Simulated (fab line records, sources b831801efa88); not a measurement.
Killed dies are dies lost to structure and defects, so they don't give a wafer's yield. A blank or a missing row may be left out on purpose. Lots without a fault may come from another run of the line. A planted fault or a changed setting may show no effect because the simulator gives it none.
A struck lot beside a sound one | flow sky130 | 16 steps out of a route of 708
Sound: wafers L980.1, L980.2, L980.4. Struck: wafer L984.3. (L984.5, L984.6 of the same lot were not struck and are left out.) The cause comes at the end.
At each step with rows: each side's tool, then ch and its chambers, then its first start. Under that, the readings that differ: sound wafers | struck wafers | difference of the means | sigmas: that difference in standard deviations of wafers without a fault.
alike: readings whose means differ by less than 2 such deviations, and words and numbers that are the same on both sides. not compared: withheld readings, readings that some wafer has no value for, bounds like >300 that may hide the same value, and numbers for which the record gives no deviation and whose values overlap.
The two part at a step that has a row with sigmas, a row that says differs or no value, or rows on one side only. Numbers that don't overlap but have no deviation are shown without sigmas and don't part them. A reading that every wafer of one side lacks parts them only if that side has two wafers or more.

first, 1 step without rows for these wafers: SKY_FIELD_ISO_CVD_03 (deposits Si3N4 from DCS/NH3, target thk 165 nm, time 2830 s).
SKY_FIELD_ISO_THK_MEAS_04:
  sound on film_metro-04, day 3 11:40; struck on film_metro-02, day 4 12:05
  alike: FIELD_ISO_CVD_03_THK
then, 8 steps without rows for these wafers: SKY_FIELD_ISO_DEHYDRATE_05 (time 60 s); SKY_FIELD_ISO_HMDS_06 (prime time 60 s); SKY_FIELD_ISO_COAT_07 (resist thk 60 nm); SKY_FIELD_ISO_COAT_08 (resist thk 450 nm); SKY_FIELD_ISO_SOFTBAKE_09 (time 90 s); SKY_FIELD_ISO_EXPOSE_10 (exposes mask FOM, target cd 150 nm); SKY_FIELD_ISO_PEB_11; SKY_FIELD_ISO_DEVELOP_12 (develop time 60 s).
SKY_FIELD_ISO_CD_MEAS_13: target cd 150 nm.
  sound on cd_sem-01, day 4 03:13; struck on cd_sem-01, day 5 05:42
  alike: cd_nm
SKY_FIELD_ISO_ETCH_14: etches BARC in N2/H2, stops on SiO2, time 45.9 s, target depth 60 nm.
  sound on rie_diel-04 ch 1,2,3, day 4 03:20; struck on rie_diel-04 ch 2, day 5 05:47
  reading                | sound    | struck | difference | sigmas
  rf_hours_counter_h (h) | 2 120 47 | 121    | +65        |
  alike: drypump_motor_current_A, oes_product_au, throttle_valve_pct
SKY_FIELD_ISO_ETCH_15: etches the open film in CHF3/O2, stops on Si, target depth 180 nm, time 72 s.
  sound on rie_diel-04 ch 1,2,3, day 4 03:23; struck on rie_diel-04 ch 2, day 5 05:49
  reading                                          | sound             | struck | difference | sigmas
  oes_product_au (a.u.)                            | 0.938 0.948 0.937 | 0.894  | -0.047     | -7
  rf_hours_counter_h (h)                           | 2 120 47          | 121    | +65        |
  model.KrF-thick_of_FIELD_ISO_COAT_08.thk_nm (nm) | 246.4 241.1 240   | 259.2  | +16.7      |
  alike: chf3_flow_sccm, drypump_motor_current_A, throttle_valve_pct
SKY_FIELD_ISO_STRIP_16: strips in O2/N2.
  sound on plasma_asher-03 ch 0,1, day 4 03:26; struck on plasma_asher-01 ch 0, day 5 05:55
  reading                      | sound          | struck | difference | sigmas
  strip_time_to_endpoint_s (s) | 3.65 3.60 3.60 | 3.80   | +0.18      | +6
  alike: drypump_motor_current_A, oes_product_au
  not compared: rf_hours_counter_h
SKY_FIELD_ISO_ETCH_17: etches Si in HBr/Cl2/O2, target depth 342 nm, time 97.7 s.
  sound on rie_si-02 ch 0,1,3, day 4 03:32; struck on rie_si-02 ch 3, day 5 05:59
  alike: drypump_motor_current_A, oes_product_au, throttle_valve_pct
  not compared: rf_hours_counter_h
-- the record jumps here: 44 days lie between the struck wafers' starts before and after (it left off in module FIELD_ISO and takes up again in module PAD_OPEN, whose first step shown is number 708 of the route) --
SKY_PAD_OPEN_PROBE_99:
  the record has rows for the struck wafers here (prober-01, day 49 05:09) and none for the sound ones

WHERE THEY PART
First at SKY_FIELD_ISO_ETCH_15; last, within this record, at SKY_PAD_OPEN_PROBE_99.

WHY: what the simulator had put in
Process parameter drift: rie_diel-04, from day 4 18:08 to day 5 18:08, at SKY_FIELD_ISO_ETCH_15. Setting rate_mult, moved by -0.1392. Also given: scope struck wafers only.
